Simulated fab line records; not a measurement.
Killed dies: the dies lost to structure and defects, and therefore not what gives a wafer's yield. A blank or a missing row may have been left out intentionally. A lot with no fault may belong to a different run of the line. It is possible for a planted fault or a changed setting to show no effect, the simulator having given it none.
Which tool was responsible? :: flow gf180mcu :: 6 lots with 18 wafers sampled at 2 steps, on a route of 602 steps

== WHAT EACH GAUGE READ, for each wafer ==
GF_V4_CD_MEAS_14 targets a cd of 260 nm.
lot: L804
measured: day 25 04:11
on: cd-sem-02
cd-nm (nm): 260.3 258.6 260.0

lot: L806
measured: day 25 22:05
on: cd-sem-01
cd-nm (nm): 260.5 261.3 260.9

lot: L814
measured: day 28 02:09
on: cd-sem-02
cd-nm (nm): 261.0 260.2 259.8

lot: L818
measured: day 29 07:29
on: cd-sem-01
cd-nm (nm): 259.1 260.2 260.8

lot: L820
measured: day 29 18:29
on: cd-sem-02
cd-nm (nm): 259.0 257.5 259.4

lot: L822
measured: day 30 09:55
on: cd-sem-01
cd-nm (nm): 258.8 259.3 258.9

== WHICH TOOL RAN EACH LOT (tool, then ch and the chambers of the sampled wafers, then the start) ==
lot: L804
GF_STI_ETCH_13: rie-diel-01 ch 0,1,2, day 2 09:41

lot: L806
GF_STI_ETCH_13: rie-diel-01 ch 0,1,3, day 2 22:26

lot: L814
GF_STI_ETCH_13: rie-diel-02 ch 1,2,3, day 4 10:04

lot: L818
GF_STI_ETCH_13: rie-diel-03 ch 0,2,3, day 5 06:19

lot: L820
GF_STI_ETCH_13: rie-diel-03 ch 0,1,3, day 5 17:32

lot: L822
GF_STI_ETCH_13: rie-diel-03 ch 0,2,3, day 6 05:20
- GF_STI_ETCH_13: etches the open film in CHF3/O2, stops on Si, target depth 282.31 nm, time 112.9 s.

== THE ANSWER, worked out from the rows above alone ==
Rule: usual is defined by the lots themselves. The widest of any qualifying gaps counts: lots, ordered by their means at a reading, are off when they make up no more than a third of the lots, leave a main group of 4 or more, and stand apart from it by 3 or more times the standard deviation of that group's means. The tables above print the reading to a certain number of digits; a main group whose means all agree to those digits is not used. A lot without any number at a reading at which 4 lots or more have one is off too. Where the step has rows for the other lots, those lots are counted as sound.
Across all readings shown, no lot is off: no conclusion can be drawn from this.

== WHAT THE SIMULATOR HAD PUT IN ==
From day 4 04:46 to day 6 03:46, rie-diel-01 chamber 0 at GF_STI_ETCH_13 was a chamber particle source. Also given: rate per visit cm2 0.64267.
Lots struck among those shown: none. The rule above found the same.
